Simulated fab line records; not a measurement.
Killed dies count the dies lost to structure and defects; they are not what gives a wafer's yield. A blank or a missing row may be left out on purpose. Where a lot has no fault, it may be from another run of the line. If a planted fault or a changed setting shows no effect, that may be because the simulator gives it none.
Which tool is to blame?	flow gf180mcu	Sampling: 24 lots, 72 wafers, 4 of 602 route steps

WHAT THE GAUGES SHOWED, per wafer
GF_POLY_GATE_OVL_MEAS_11. Usual: POLY_GATE_OVL gives 0 nm (standard deviation 4.7).
lot	measured	on	POLY_GATE_OVL (nm)	flag
L074	day 9 09:08	overlay-01	1 -7 3	
L075	day 9 09:49	overlay-01	0 -4 -6	
L076	day 9 15:29	overlay-02	3 -1 0	
L077	day 9 20:29	overlay-02	2 4 -3	
L078	day 10 01:59	overlay-01	2 5 3	
L079	day 10 14:20	overlay-01	4 12 8	
L080	day 10 22:44	overlay-01	-1 -10 -6	
L081	day 11 10:50	overlay-02	7 3 -1	
L082	day 11 21:26	overlay-01	-5 1 4	
L083	day 11 23:23	overlay-01	-7 -5 -4	
L084	day 12 10:13	overlay-01	-2 -1 -3	
L085	day 12 20:43	overlay-01	2 -1 -1	
L086	day 13 03:08	overlay-01	0 3 3	
L087	day 13 14:20	overlay-02	2 0 5	
L088	day 13 16:37	overlay-02	3 7 9	
L090	day 14 01:23	overlay-02	11 1 0	
L089	day 14 05:37	overlay-02	0 -1 -5	
L091	day 14 08:47	overlay-02	-1 -2 -1	
L092	day 14 16:08	overlay-01	-10 -4 -1	
L093	day 14 23:55	overlay-02	0 5 6	
L094	day 15 06:34	overlay-02	-1 -3 0	
L095	day 15 09:25	overlay-02	-4 -3 7	
L096	day 15 21:38	overlay-02	-12 -7 0	
L097	day 16 04:44	overlay-02	-6 3 2	

GF_PSD_TW_MEAS_11. Usual: PSD_TW gives 3150 (standard deviation 28).
lot	measured	on	PSD_TW	flag
L074	day 14 08:23	filmMetro-03	3210 3190 3205	
L075	day 14 12:52	filmMetro-04	3160 3141 3144	
L076	day 14 17:34	filmMetro-02	3130 3122 3123	
L077	day 15 01:58	filmMetro-04	3118 3120 3109	
L078	day 15 03:58	filmMetro-03	3185 3191 3197	
L079	day 15 20:28	filmMetro-02	3142 3124 3129	
L080	day 16 07:05	filmMetro-02	3152 3156 3138	
L081	day 16 19:55	filmMetro-03	3179 3183 3206	
L082	day 17 09:08	filmMetro-02	3147 3179 3138	
L083	day 17 13:16	filmMetro-02	3163 3158 3160	
L084	day 18 00:16	filmMetro-04	3157 3136 3118	
L085	day 18 12:31	filmMetro-04	3154 3144 3148	
L086	day 18 20:44	filmMetro-02	3146 3124 3138	
L087	day 19 12:23	filmMetro-02	3151 3129 3129	
L088	day 19 18:19	filmMetro-02	3136 3122 3132	
L090	day 20 00:19	filmMetro-02	3130 3116 3134	
L089	day 20 08:42	filmMetro-04	3146 3116 3123	
L091	day 20 08:25	filmMetro-04	3128 3134 3131	
L092	day 20 20:28	filmMetro-04	3137 3125 3125	
L093	day 21 04:51	filmMetro-03	3201 3184 3189	
L094	day 21 10:12	filmMetro-04	3145 3130 3133	
L095	day 21 12:25	filmMetro-02	3131 3130 3123	
L096	day 22 01:25	filmMetro-02	3123 3137 3139	
L097	day 22 14:04	filmMetro-03	3202 3188 3184	

GF_V3_THK_MEAS_03. Usual: V3_CVD_02_THK gives 847 nm (standard deviation 11).
lot	measured	on	V3_CVD_02_THK (nm)	flag
L074	day 21 12:00	filmMetro-01	858 845 848	
L075	day 21 16:49	filmMetro-01	860 848 851	
L076	day 21 22:04	filmMetro-04	841 834 845	
L077	day 22 07:16	filmMetro-04	851 854 853	
L078	day 22 10:20	filmMetro-04	865 848 866	
L079	day 23 02:12	filmMetro-01	833 834 849	
L080	day 23 14:08	filmMetro-03	828 861 839	
L081	day 24 03:14	filmMetro-01	848 860 840	
L082	day 24 14:20	filmMetro-01	840 841 849	
L083	day 24 19:42	filmMetro-01	830 837 839	
L084	day 25 04:30	filmMetro-03	839 835 845	
L085	day 25 16:59	filmMetro-04	842 836 851	
L086	day 25 23:37	filmMetro-04	840 862 855	
L087	day 26 13:28	filmMetro-01	834 861 852	
L088	day 26 18:12	filmMetro-04	847 848 856	
L090	day 26 22:51	filmMetro-03	843 843 856	
L089	day 27 09:28	filmMetro-04	851 865 873	
L091	day 27 07:28	filmMetro-03	838 845 857	
L092	day 27 14:57	filmMetro-04	830 825 827	
L093	day 27 23:08	filmMetro-03	831 844 848	
L094	day 28 03:25	filmMetro-03	855 856 855	
L095	day 28 04:53	filmMetro-01	845 840 853	
L096	day 28 14:57	filmMetro-01	856 877 863	
L097	day 29 02:55	filmMetro-01	819 825 836	

EACH LOT AND THE TOOL THAT RAN IT (in order: tool; ch and the chambers of the sampled wafers; start)
lot	GF_M3_STRIP_17
L074	plasmaAsher-03 ch 0,1, day 21 11:16
L075	plasmaAsher-01 ch 0,1, day 21 16:05
L076	plasmaAsher-01 ch 0,1, day 21 21:19
L077	plasmaAsher-03 ch 0, day 22 06:31
L078	plasmaAsher-02 ch 0,1, day 22 09:37
L079	plasmaAsher-02 ch 0,1, day 23 01:28
L080	plasmaAsher-03 ch 0,1, day 23 13:20
L081	plasmaAsher-03 ch 0,1, day 24 02:28
L082	plasmaAsher-01 ch 0, day 24 13:35
L083	plasmaAsher-02 ch 0,1, day 24 18:55
L084	plasmaAsher-02 ch 0,1, day 25 03:46
L085	plasmaAsher-03 ch 0,1, day 25 16:07
L086	plasmaAsher-01 ch 0,1, day 25 22:34
L087	plasmaAsher-02 ch 0,1, day 26 12:38
L088	plasmaAsher-03 ch 0,1, day 26 17:28
L090	plasmaAsher-02 ch 0,1, day 26 22:05
L089	plasmaAsher-03 ch 0,1, day 27 08:23
L091	plasmaAsher-01 ch 0, day 27 06:43
L092	plasmaAsher-01 ch 0,1, day 27 14:06
L093	plasmaAsher-03 ch 0,1, day 27 22:22
L094	plasmaAsher-03 ch 0,1, day 28 02:37
L095	plasmaAsher-03 ch 0,1, day 28 04:07
L096	plasmaAsher-02 ch 0,1, day 28 14:10
L097	plasmaAsher-02 ch 0,1, day 29 02:07
- GF_M3_STRIP_17: strips in O2/N2.

WHAT THE TOOLS THEMSELVES READ (means of the sampled wafers that have a number; where no wafer has one, the mark that the record gives instead)
GF_M3_STRIP_17. Usual: drypumpMotorCurrentA 5.4 A, standard deviation 0.49; heaterPowerW 331 W, standard deviation 21; o2FlowSccm 2999 sccm, standard deviation 9.6; oesProductAu 0.558 a.u., standard deviation 0.0051; stripTimeToEndpointS 7.87 s, standard deviation 0.039.
lot	tool	drypumpMotorCurrentA (A)	heaterPowerW (W)	o2FlowSccm (sccm)	oesProductAu (a.u.)	stripTimeToEndpointS (s)	flag
L074	plasmaAsher-03	4.8	315	2994	0.554	7.88	
L075	plasmaAsher-01	5.8	342	3002	0.561	7.84	
L076	plasmaAsher-01	5.8	345	3003	0.560	7.91	
L077	plasmaAsher-03	4.6	321	2988	0.555	7.83	
L078	plasmaAsher-02	5.5	348	2995	0.561	7.87	
L079	plasmaAsher-02	5.5	347	3004	0.559	7.88	
L080	plasmaAsher-03	5.0	313	3005	0.558	7.90	
L081	plasmaAsher-03	4.8	315	3001	0.563	7.92	
L082	plasmaAsher-01	5.6	342	2985	0.558	7.89	
L083	plasmaAsher-02	5.5	346	3000	0.558	7.89	
L084	plasmaAsher-02	5.8	331	2991	0.561	7.88	
L085	plasmaAsher-03	4.8	317	2996	0.559	7.87	
L086	plasmaAsher-01	5.8	350	3004	0.555	7.85	
L087	plasmaAsher-02	5.5	345	3001	0.557	7.87	
L088	plasmaAsher-03	5.0	315	3009	0.560	7.83	
L090	plasmaAsher-02	5.5	350	2999	0.556	7.87	
L089	plasmaAsher-03	5.0	314	3012	0.560	7.90	
L091	plasmaAsher-01	5.6	346	2988	0.559	7.91	
L092	plasmaAsher-01	5.9	346	3001	0.550	7.85	
L093	plasmaAsher-03	4.8	314	3003	0.559	7.88	
L094	plasmaAsher-03	5.0	315	2999	0.558	7.85	
L095	plasmaAsher-03	5.0	314	2990	0.553	7.81	
L096	plasmaAsher-02	5.5	347	2992	0.552	7.82	
L097	plasmaAsher-02	5.5	355	2997	0.554	7.88	

THE ANSWER, worked out from the rows above alone
Rule: a lot is off if the mean of its wafers that have a number lies more than 3 standard deviations from the usual mean. Also off: a lot with no number at a reading for which 4 or more lots have one. Where the step has rows for the other lots, those lots are counted as sound. Order of review: gauges by route order, followed by the tools' own readings, for which a lot's mean as printed above is used. At the first step where some lot is off, the reading lying furthest off is the one used; lots without a number count as furthest.
None of the lots is off at any reading shown; this tells nothing.

WHAT THE SIMULATOR HAD PUT IN
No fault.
